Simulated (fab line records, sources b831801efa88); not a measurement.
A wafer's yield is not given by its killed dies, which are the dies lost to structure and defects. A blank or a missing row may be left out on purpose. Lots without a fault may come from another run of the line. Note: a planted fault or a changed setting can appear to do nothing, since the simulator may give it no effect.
fab line records | flow sky130
record: lots: 6 wafers: 18 lastDay: 50
route steps=708 shown VIA3@582 PAD_OPEN@708
lots that met no fault: taken from a fault-free run of the same line
startH: hours from the record's first day to the start of the lot's first wafer shown | waitH: hours since the lot's step before | " unchanged from the row above | L1.1+2: several wafers, shown together as one row | - either no value or no given start | * or withheld: withheld | < > ~ a bound
route shown NAME@n: a module of which the file shows steps, and the number in the route of the first | usual: mean/standard deviation of fault-free wafers | same: alike in all rows | chamber/n: place in a boat | sites: per-site readings | _std_site: the standard deviation of these | _edge_site: outer sites' mean less inner sites' | radiusMm: for every site, how far away it sits from the centre of the wafer | mask NAME#n: copy n | behind: the most recent tool/chamber to have shaped the wafer | hold: reason for holding the lot/hours on hold/outcome of the hold | device: whichever transistor did not switch (one of n, p or np) | end of line: at the end of the route, the tests of the same wafers | step lacking rows: just its recipe | killed: not the wafer's yield, but the dies lost to structure and defects at the first sort | map: dies across one wafer; x = killed, . = not, _ = none there
set.NAME: the setting as run; set.NAME@STEP: as run at that earlier step | model.NAME: the simulator's own value behind a step, which no gauge read
certain route steps with their lots: each step a table, each wafer a row
services: the hour from which a tool's chamber was out of use, counted from the record's first day as startH (under 0 if before that day), plus the number of hours and why
== steps ==
step: SKY_VIA3_EXPOSE_09
recipe: maskId: VIM3 na: 0.8 sourceShape: annular sigmaInner: 0.55 sigmaOuter: 0.85 targetCdNm: 200 doseMj: 38
step: SKY_VIA3_PEB_10
recipe: pebTempC: withheld pebTimeS: withheld resist: KrF-thick
step: SKY_VIA3_DEVELOP_11
recipe: developTimeS: 60 resist: KrF-thick devTempC: 21
step: SKY_VIA3_CD_MEAS_12
recipe: targetCdNm: 200
usual: cdNm: 200.0/1.4
columns lot.wafer tool chamber startH waitH cdNm
L129.2 cdSem-01 - 946.75 - 203.3
L129.4 " - " " 203.4
L129.5 " - " " 202.8
L135.1 cdSem-02 - 992.52 - 201.2
L135.4 " - " " 200.5
L135.6 " - " " 200.8
L139.3 cdSem-02 - 1012.07 - 202.7
L139.4 " - " " 202.2
L139.6 " - " " 201.5
L140.2 cdSem-01 - 1021.59 - 198.8
L140.3 " - " " 200.2
L140.4 " - " " 199.6
L142.2 cdSem-02 - 1033.89 - 200.1
L142.3 " - " " 200.3
L142.4 " - " " 198.8
L148.1 cdSem-01 - 1072.72 - 199.6
L148.4 " - " " 199.1
L148.6 " - " " 199.5
step: SKY_VIA3_OVL_MEAS_13
usual: VIA3_OVL: -4/5.1
columns lot.wafer tool chamber startH waitH VIA3_OVL[nm]
L129.2 overlay-01 - 946.86 0.1 -4
L129.4 " - " " 0
L129.5 " - " " -6
L135.1 overlay-02 - 992.64 0.1 -4
L135.4 " - " " -2
L135.6 " - " " -4
L139.3 overlay-02 - 1012.16 0.1 0
L139.4 " - " " -7
L139.6 " - " " -5
L140.2 overlay-01 - 1021.69 0.1 3
L140.3 " - " " -1
L140.4 " - " " 2
L142.2 overlay-01 - 1033.99 0.1 4
L142.3 " - " " -1
L142.4 " - " " 0
L148.1 overlay-01 - 1072.84 0.1 1
L148.4 " - " " 2
L148.6 " - " " -2
step: SKY_VIA3_ETCH_14
recipe: chemistry: N2/H2 target: BARC ionEnergyEv: 200 sourceW: 500 biasW: 100 pressureMtorr: 30 n2FlowSccm: 100 h2FlowSccm: 200 stopOn: SiO2 timeS: 45.9 targetDepthA: 600
usual: biasW: 99.97/0.29 drypumpMotorCurrentA: 5.8/0.36 oesProductAu: 0.853/0.0047 throttleValvePct: 13.223/0.0088
columns lot.wafer tool chamber startH waitH biasW drypumpMotorCurrentA oesProductAu rfHoursCounterH throttleValvePct
L129.2 rieDiel-02 0 946.89 0.0 100.16 5.2 0.861 19 13.223
L129.4 " 0 " " 99.64 5.2 0.860 - 13.225
L129.5 " 1 " " 99.44 5.5 0.855 - 13.217
L135.1 rieDiel-03 2 992.67 0.0 99.93 5.5 0.846 12 13.227
L135.4 " 1 " " 100.10 5.3 0.850 25 13.243
L135.6 " 1 " " 99.80 5.3 0.861 - 13.210
L139.3 rieDiel-02 2 1012.21 0.0 100.73 6.4 0.851 - 13.227
L139.4 " 1 " " 99.95 5.5 0.852 - 13.228
L139.6 " 1 " " 100.19 5.5 0.852 - 13.232
L140.2 rieDiel-02 3 1021.72 0.0 99.84 6.0 0.850 17 13.217
L140.3 " 2 " " 99.58 6.3 0.850 10 13.226
L140.4 " 2 " " 99.74 6.4 0.857 - 13.211
L142.2 rieDiel-01 2 1034.02 0.0 100.17 5.9 0.847 21 13.225
L142.3 " 1 " " 100.28 6.0 0.858 10 13.228
L142.4 " 1 " " 99.94 6.0 0.862 - 13.213
L148.1 rieDiel-02 3 1072.87 0.0 100.05 6.0 0.852 18 13.224
L148.4 " 2 " " 99.64 6.4 0.853 11 13.218
L148.6 " 3 " " 99.53 6.0 0.854 - 13.226
step: SKY_VIA3_ETCH_15
recipe: target: SiO2 chemistry: C4F8/O2/Ar targetDepthNm: 507 stopOn: TiN maskMaterial: KrF-thick sourceW: 1500 biasW: 1200 pressureMtorr: 40 c4f8FlowSccm: withheld O2_flow_sccm: 6 Ar_flow_sccm: 300 timeS: 78
usual: biasW: 1200/4 oesProductAu: 0.946/0.0049
columns lot.wafer tool chamber startH waitH biasW oesProductAu
L129.2 rieDiel-02 0 946.93 0.0 1201 0.945
L129.4 " 0 " " 1203 0.959
L129.5 " 1 " " 1203 0.946
L135.1 rieDiel-03 2 992.72 0.0 1203 0.950
L135.4 " 1 " " 1196 0.945
L135.6 " 1 " " 1195 0.950
L139.3 rieDiel-02 2 1012.28 0.1 1195 0.952
L139.4 " 1 " " 1203 0.945
L139.6 " 1 " " 1198 0.952
L140.2 rieDiel-02 3 1021.77 0.0 1201 0.945
L140.3 " 2 " " 1196 0.949
L140.4 " 2 " " 1198 0.951
L142.2 rieDiel-01 2 1034.07 0.0 1198 0.945
L142.3 " 1 " " 1203 0.948
L142.4 " 1 " " 1199 0.930
L148.1 rieDiel-02 3 1072.92 0.0 1206 0.946
L148.4 " 2 " " 1199 0.940
L148.6 " 3 " " 1202 0.942
step: SKY_VIA3_STRIP_16
recipe: chemistry: O2/N2 powerW: 1400 pressureMtorr: 1500 platenTempC: withheld o2FlowSccm: 3000 n2FlowSccm: 300 overashFraction: 0.5
usual: drypumpMotorCurrentA: 5.7/0.54 oesProductAu: 0.401/0.0045 stripTimeToEndpointS: 4.122/0.022
columns lot.wafer tool chamber startH waitH drypumpMotorCurrentA oesProductAu rfHoursCounterH stripTimeToEndpointS
L129.2 plasmaAsher-04 1 946.99 0.0 5.2 0.404 52 4.119
L129.4 " 0 " " 6.1 0.400 - 4.127
L129.5 " 1 " " 5.2 0.399 - 4.127
L135.1 plasmaAsher-03 1 992.78 0.0 5.7 0.407 87 4.122
L135.4 " 0 " " 5.7 0.397 - 4.133
L135.6 " 1 " " 5.7 0.400 - 4.133
L139.3 plasmaAsher-01 1 1012.37 0.1 5.0 0.393 - 4.119
L139.4 " 0 " " 6.4 0.409 - 4.098
L139.6 " 1 " " 5.0 0.399 - 4.121
L140.2 plasmaAsher-03 0 1021.83 0.0 5.8 0.403 90 4.134
L140.3 " 0 " " 5.7 0.394 - 4.125
L140.4 " 1 " " 5.7 0.398 - 4.132
L142.2 plasmaAsher-01 0 1034.13 0.0 6.4 0.397 29 4.132
L142.3 " 1 " " 5.0 0.406 - 4.096
L142.4 " 0 " " 6.4 0.395 - 4.143
L148.1 plasmaAsher-03 1 1072.98 0.0 5.7 0.394 95 4.115
L148.4 " 1 " " 5.7 0.404 - 4.138
L148.6 " 1 " " 5.7 0.400 - 4.127
step: SKY_VIA3_STRIP_17
recipe: chemistry: postEtchResidueRemover timeS: 1200 tempC: 72.5
step: SKY_VIA3_CLEAN_18
recipe: chemistry: IPA timeS: 180 tempC: 25
step: SKY_VIA3_CLEAN_19
recipe: chemistry: O3/DIW dry: n2Spin
step: SKY_VIA3_SPUTTER_20
recipe: material: TiN targetThkNm: 20 chamberPressurePa: 5 powerW: 4000 timeS: 80
usual: chamberPressurePa: 4.998/0.01 throttleValvePct: 29.5/1.2
columns lot.wafer tool chamber startH waitH chamberPressurePa throttleValvePct
L129.2 pvdSputter-04 - 947.65 0.0 4.976 30.7
L129.4 " - " " 5.007 28.4
L129.5 " - " " 4.998 28.7
L135.1 pvdSputter-04 - 993.37 0.0 5.000 28.7
L135.4 " - " " 4.988 30.3
L135.6 " - " " 5.017 28.6
L139.3 pvdSputter-04 - 1012.94 0.0 5.025 30.5
L139.4 " - " " 5.014 28.5
L139.6 " - " " 5.002 30.3
L140.2 pvdSputter-03 - 1022.76 0.0 4.993 29.7
L140.3 " - " " 5.002 28.5
L140.4 " - " " 4.985 28.8
L142.2 pvdSputter-04 - 1034.76 0.0 5.009 28.8
L142.3 " - " " 5.014 31.1
L142.4 " - " " 5.025 31.0
L148.1 pvdSputter-04 - 1073.57 0.0 5.003 30.3
L148.4 " - " " 4.989 30.9
L148.6 " - " " 4.991 31.1
step: SKY_VIA3_CVD_21
recipe: material: W targetThkNm: 390 timeS: 117.31 tempC: 400 pressureTorr: 40
usual: chamberPressureTorr: 40.00/0.083 heaterPowerOuterW: 594/90 heaterPowerW: 948/120 susceptorTempC: 399.99/0.21
columns lot.wafer tool chamber startH waitH chamberPressureTorr heaterPowerOuterW heaterPowerW susceptorTempC
L129.2 cvdW-02 1 947.71 0.0 40.03 430 779 399.81
L129.4 " 1 " " 40.09 426 757 399.82
L129.5 " 0 " " 40.13 594 997 399.67
L135.1 cvdW-01 0 993.43 0.0 40.00 663 1096 399.84
L135.4 " 1 " " 40.02 607 897 400.20
L135.6 " 0 " " 39.96 673 1096 400.10
L139.3 cvdW-02 1 1013.04 0.1 - - - -
L139.4 " 0 " " - - - -
L139.6 " 0 " " - - - -
L140.2 cvdW-01 1 1022.83 0.0 - - - -
L140.3 " 1 " " - - - -
L140.4 " 0 " " - - - -
L142.2 cvdW-01 1 1034.83 0.0 40.01 610 895 400.20
L142.3 " 0 " " 39.93 671 1082 400.26
L142.4 " 1 " " 40.05 622 903 400.01
L148.1 cvdW-02 1 1073.64 0.0 39.93 434 782 399.86
L148.4 " 1 " " 39.93 428 788 399.85
L148.6 " 0 " " 40.03 617 1005 399.88
step: SKY_VIA3_RS_MEAS_22
recipe: thkMeasGauge: four-point-probe reads: W_of_VIA3_CVD_21+TiN_of_VIA3_SPUTTER_20
usual: VIA3_W_RS: 0.294/0.003
columns lot.wafer tool chamber startH waitH VIA3_W_RS[ohm/sq]
L129.2 filmMetro-03 - 947.85 0.1 0.292
L129.4 " - " " 0.294
L129.5 " - " " 0.288
L135.1 filmMetro-03 - 993.55 0.1 0.292
L135.4 " - " " 0.296
L135.6 " - " " 0.292
L139.3 filmMetro-04 - 1013.16 0.1 54.559
L139.4 " - " " 57.188
L139.6 " - " " 55.922
L140.2 filmMetro-03 - 1022.97 0.1 56.478
L140.3 " - " " 56.137
L140.4 " - " " 56.350
L142.2 filmMetro-03 - 1035.03 0.2 0.297
L142.3 " - " " 0.295
L142.4 " - " " 0.291
L148.1 filmMetro-02 - 1073.85 0.2 0.290
L148.4 " - " " 0.290
L148.6 " - " " 0.290
step: SKY_VIA3_THK_MEAS_23
recipe: thkMeasGauge: xrf reads: W_of_VIA3_CVD_21
usual: VIA3_W_THK: 366/4.7
columns lot.wafer tool chamber startH waitH VIA3_W_THK[nm]
L129.2 filmMetro-03 - 947.96 0.1 374
L129.4 " - " " 373
L129.5 " - " " 379
L135.1 filmMetro-03 - 993.67 0.1 373
L135.4 " - " " 366
L135.6 " - " " 370
L139.3 filmMetro-04 - 1013.26 0.1 -
L139.4 " - " " -
L139.6 " - " " <0
L140.2 filmMetro-03 - 1023.08 0.1 <0
L140.3 " - " " <0
L140.4 " - " " -
L142.2 filmMetro-03 - 1035.14 0.1 365
L142.3 " - " " 366
L142.4 " - " " 370
L148.1 filmMetro-02 - 1073.97 0.1 370
L148.4 " - " " 371
L148.6 " - " " 371
step: SKY_VIA3_CMP_24
recipe: stopOn: SiO2 tOverpolishS: 20 downForcePsi: 3.5 platenRpm: 60 targetThkNm: 0 padVelocityMS: 0.94248
usual: motorCurrentA: 10.9/1 timeToEndpointS: 95/3.6
columns lot.wafer tool chamber startH waitH motorCurrentA timeToEndpointS
L129.2 cmp-01 1 948.22 0.2 10.1 98
L129.4 " 2 " " 11.1 97
L129.5 " 2 " " 10.7 98
L135.1 cmp-02 2 993.73 0.1 13.4 91
L135.4 " 0 " " 10.8 91
L135.6 " 3 " " 10.2 101
L139.4 cmp-01 2 1013.30 0.0 11.0 8
L139.3 " 3 " " 10.6 4
L139.6 " 2 " " 10.7 8
L140.3 cmp-02 0 1023.13 0.0 10.7 5
L140.2 " 1 " " 11.2 4
L140.4 " 2 " " 13.2 6
L142.4 cmp-01 0 1035.19 0.0 9.4 95
L142.2 " 1 " " 9.9 95
L142.3 " 3 " " 10.5 93
L148.1 cmp-02 3 1074.03 0.1 10.1 102
L148.4 " 2 " " 12.5 96
L148.6 " 0 " " 10.9 96
step: SKY_PAD_OPEN_PROBE_99
usual: defectLimitedYield: 82.5/1.9 killed_at_M0_to_M3: 42/7.4 killed_at_M4_up: 3.4/1.8 killedAtContacts: 25/5.4 killedAtFrontEnd: 15/4.4 killedAtOther: 0.2/0.52 killedDies: 86/9.3 killedOnRim: 17/3.9 killedOpen: 47/7.6 killedShort: 39/6.5 sort_bin_3_pad_short: 0.9/0.46 sort_bin_5_function: 10.3/1.5 sort_bin_6_memory: 6.3/1.2 sortNPass: 406/9.3 sortYieldPct: 82.5/1.9
same: grossDies: 492 killedAtBackSide: 0 sort_bin_4_leakage[%]: 0 sort_bin_8_speed[%]: 0
columns lot.wafer tool chamber startH waitH defectLimitedYield[%] killed_at_M0_to_M3 killed_at_M4_up killedAtContacts killedAtFrontEnd killedAtOther killedDies killedOnRim killedOpen killedShort sort_bin_3_pad_short[%] sort_bin_5_function[%] sort_bin_6_memory[%] sortNPass sortYieldPct[%]
L139.3 prober-02 - 1143.70 0.2 0 441 5 29 17 0 492 96 38 41 0.8 94.3 4.9 0 0
L139.4 prober-02 - 1143.75 0.2 0 449 3 19 21 0 492 96 40 43 1.0 94.5 4.5 0 0
L139.6 prober-02 - 1143.85 0.2 0 450 2 25 14 1 492 96 38 39 0.4 93.1 6.5 0 0
L140.2 prober-02 - 1152.23 0.1 0 460 3 15 14 0 492 96 26 44 0.6 94.7 4.7 0 0
L140.3 prober-02 - 1152.28 0.2 0 450 2 26 14 0 492 96 46 43 0.2 94.7 5.1 0 0
L140.4 prober-02 - 1152.33 0.2 0 442 2 21 26 1 492 96 52 36 0.2 93.9 5.9 0 0
L148.1 prober-02 - 1191.55 0.1 77.8 59 4 30 16 0 109 27 56 53 1.6 12.0 8.5 383 77.8
L148.4 prober-02 - 1191.70 0.2 84.6 46 2 14 14 0 76 12 42 34 1.0 9.3 5.1 416 84.6
L148.6 prober-02 - 1191.80 0.2 83.5 42 2 24 13 0 81 11 53 28 1.0 10.8 4.7 411 83.5
killed by level:class
L139.3 VIA3:areaCvd=413 CONTACT:geometricParticle:open=13 VIA2:geometricParticle:open=8 FIELD_ISO:geometricParticle:short=6 POLY_GATE:geometricParticle:short=5 LI_CONTACT:geometricParticle:open=5 CONTACT:geometricParticle:short=5 METAL4:geometricParticle:short=5
L139.4 VIA3:areaCvd=409 CONTACT:geometricParticle:open=10 VIA1:geometricParticle:open=8 VIA3:geometricParticle:open=8 POLY_GATE:geometricParticle:short=7 FIELD_ISO:geometricParticle:short=5 CONTACT:geometricParticle:short=5 VIA2:geometricParticle:open=5
L139.6 VIA3:areaCvd=415 VIA1:geometricParticle:open=10 LI_CONTACT:geometricParticle:open=8 CONTACT:geometricParticle:open=7 CONTACT:geometricParticle:short=7 METAL2:geometricParticle:short=6 VIA3:geometricParticle:short=5 POLY_GATE:geometricParticle:open=4
L140.2 VIA3:areaCvd=422 VIA1:geometricParticle:open=9 VIA1:geometricParticle:short=7 POLY_GATE:geometricParticle:short=6 FIELD_ISO:geometricParticle:short=5 METAL1:geometricParticle:short=5 LI_CONTACT:geometricParticle:open=4 CONTACT:geometricParticle:short=4
L140.3 VIA3:areaCvd=403 CONTACT:geometricParticle:open=12 METAL1:geometricParticle:short=10 VIA3:geometricParticle:open=10 LI_CONTACT:geometricParticle:open=6 VIA2:geometricParticle:short=6 FIELD_ISO:geometricParticle:short=5 LOCAL_INTERCONNECT:geometricParticle:short=5
L140.4 VIA3:areaCvd=404 VIA1:geometricParticle:open=14 CONTACT:geometricParticle:open=10 FIELD_ISO:geometricParticle:open=8 METAL1:geometricParticle:short=6 FIELD_ISO:geometricParticle:short=5 POLY_GATE:geometricParticle:short=5 LI_CONTACT:geometricParticle:open=5
L148.1 CONTACT:geometricParticle:open=13 VIA1:geometricParticle:open=12 VIA2:geometricParticle:open=11 VIA1:geometricParticle:short=7 METAL2:geometricParticle:short=7 CONTACT:geometricParticle:short=6 METAL3:geometricParticle:short=6 VIA3:geometricParticle:open=6
L148.4 VIA1:geometricParticle:open=12 VIA3:geometricParticle:open=12 LI_CONTACT:geometricParticle:open=5 VIA1:geometricParticle:short=5 POLY_GATE:geometricParticle:open=4 POLY_GATE:geometricParticle:short=4 METAL1:geometricParticle:short=4 VIA2:geometricParticle:open=4
L148.6 VIA1:geometricParticle:open=13 LI_CONTACT:geometricParticle:open=9 METAL1:geometricParticle:short=7 VIA2:geometricParticle:open=7 VIA3:geometricParticle:open=6 CONTACT:geometricParticle:open=5 POLY_GATE:geometricParticle:open=4 LOCAL_INTERCONNECT:geometricParticle:open=4
map L139.3 (x killed, . not)
__________xxxxxxxxxx_________
________xxxxxxxxxxxxxx_______
______xxxxxxxxxxxxxxxxxx_____
_____xxxxxxxxxxxxxxxxxxxx____
____xxxxxxxxxxxxxxxxxxxxxx___
___xxxxxxxxxxxxxxxxxxxxxxxx__
__xxxxxxxxxxxxxxxxxxxxxxxxxx_
_xxxxxxxxxxxxxxxxxxxxxxxxxxxx
_xxxxxxxxxxxxxxxxxxxxxxxxxxxx
_xxxxxxxxxxxxxxxxxxxxxxxxxxxx
_xxxxxxxxxxxxxxxxxxxxxxxxxxxx
_xxxxxxxxxxxxxxxxxxxxxxxxxxxx
_xxxxxxxxxxxxxxxxxxxxxxxxxxxx
_xxxxxxxxxxxxxxxxxxxxxxxxxxxx
_xxxxxxxxxxxxxxxxxxxxxxxxxxxx
__xxxxxxxxxxxxxxxxxxxxxxxxxx_
___xxxxxxxxxxxxxxxxxxxxxxxx__
____xxxxxxxxxxxxxxxxxxxxxx___
_____xxxxxxxxxxxxxxxxxxxx____
______xxxxxxxxxxxxxxxxxx_____
________xxxxxxxxxxxxxx_______
__________xxxxxxxxxx_________
map L140.2 (x killed, . not)
__________xxxxxxxxxx_________
________xxxxxxxxxxxxxx_______
______xxxxxxxxxxxxxxxxxx_____
_____xxxxxxxxxxxxxxxxxxxx____
____xxxxxxxxxxxxxxxxxxxxxx___
___xxxxxxxxxxxxxxxxxxxxxxxx__
__xxxxxxxxxxxxxxxxxxxxxxxxxx_
_xxxxxxxxxxxxxxxxxxxxxxxxxxxx
_xxxxxxxxxxxxxxxxxxxxxxxxxxxx
_xxxxxxxxxxxxxxxxxxxxxxxxxxxx
_xxxxxxxxxxxxxxxxxxxxxxxxxxxx
_xxxxxxxxxxxxxxxxxxxxxxxxxxxx
_xxxxxxxxxxxxxxxxxxxxxxxxxxxx
_xxxxxxxxxxxxxxxxxxxxxxxxxxxx
_xxxxxxxxxxxxxxxxxxxxxxxxxxxx
__xxxxxxxxxxxxxxxxxxxxxxxxxx_
___xxxxxxxxxxxxxxxxxxxxxxxx__
____xxxxxxxxxxxxxxxxxxxxxx___
_____xxxxxxxxxxxxxxxxxxxx____
______xxxxxxxxxxxxxxxxxx_____
________xxxxxxxxxxxxxx_______
__________xxxxxxxxxx_________
== services ==
columns tool chamber startH hours kind
cmp-02 - 928.71 4.0 pm
rieDiel-02 3 939.96 7.9 repair
plasmaAsher-03 - 941.30 4.3 pm
cmp-02 - 945.78 5.6 pm
rieDiel-02 - 952.82 0.4 repair
cmp-01 - 954.74 0.4 repair
cvdW-02 - 955.93 0.7 repair
cvdW-01 - 959.11 0.5 repair
cmp-02 - 969.11 1.8 repair
rieDiel-01 - 984.85 0.8 repair
plasmaAsher-03 - 985.70 5.7 repair
rieDiel-01 0 994.32 11.0 repair
cmp-02 - 995.02 1.7 repair
rieDiel-01 3 995.96 13.8 repair
rieDiel-02 - 998.90 0.4 repair
cvdW-02 0 1002.40 5.6 repair
rieDiel-02 3 1005.23 8.1 repair
rieDiel-02 0 1007.88 15.0 repair
cmp-01 - 1020.26 3.3 pm
rieDiel-02 - 1025.26 15.6 pm
cmp-02 - 1031.30 1.3 repair
rieDiel-01 1 1035.15 4.9 repair
rieDiel-02 0 1041.17 2.9 repair
cvdW-02 1 1064.32 2.4 repair
== key ==
firstSign: step: SKY_VIA3_CVD_21 reading: toolRecord direction: missing
effect: step: SKY_VIA3_RS_MEAS_22 reading: VIA3_W_RS direction: up sigmas: 99+ usual: 0.294 struck: 56.106
effect: step: SKY_VIA3_THK_MEAS_23 reading: VIA3_W_THK direction: missing
effect: step: SKY_VIA3_CMP_24 reading: timeToEndpointS direction: down sigmas: 25 usual: * struck: *
effect: step: SKY_PAD_OPEN_PROBE_99 reading: sort_bin_5_function direction: up sigmas: 56 usual: 10.3 struck: 94.2
moreKillsBornAt: SKY_VIA3_CVD_21@cvdW-02: 1234 SKY_VIA3_CVD_21@cvdW-01: 1227
metAt SKY_VIA3_CVD_21
struckWafers L139.3,L139.4,L139.6,L140.2,L140.3,L140.4
laterRowsLeftOut L139.3,L139.4,L139.6,L140.2,L140.3,L140.4
onsetBetween 993.43 1013.04
fault: kind: skippedStepWhole tool: cvdW-01,cvdW-02 chamber: - onsetH: 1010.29 steps: SKY_VIA3_CVD_21 scope: struckLotsOnly
laterRowsLeftOut: the simulator's readings of these wafers behind a module that went badly wrong aren't trusted and aren't shown, but for the sort
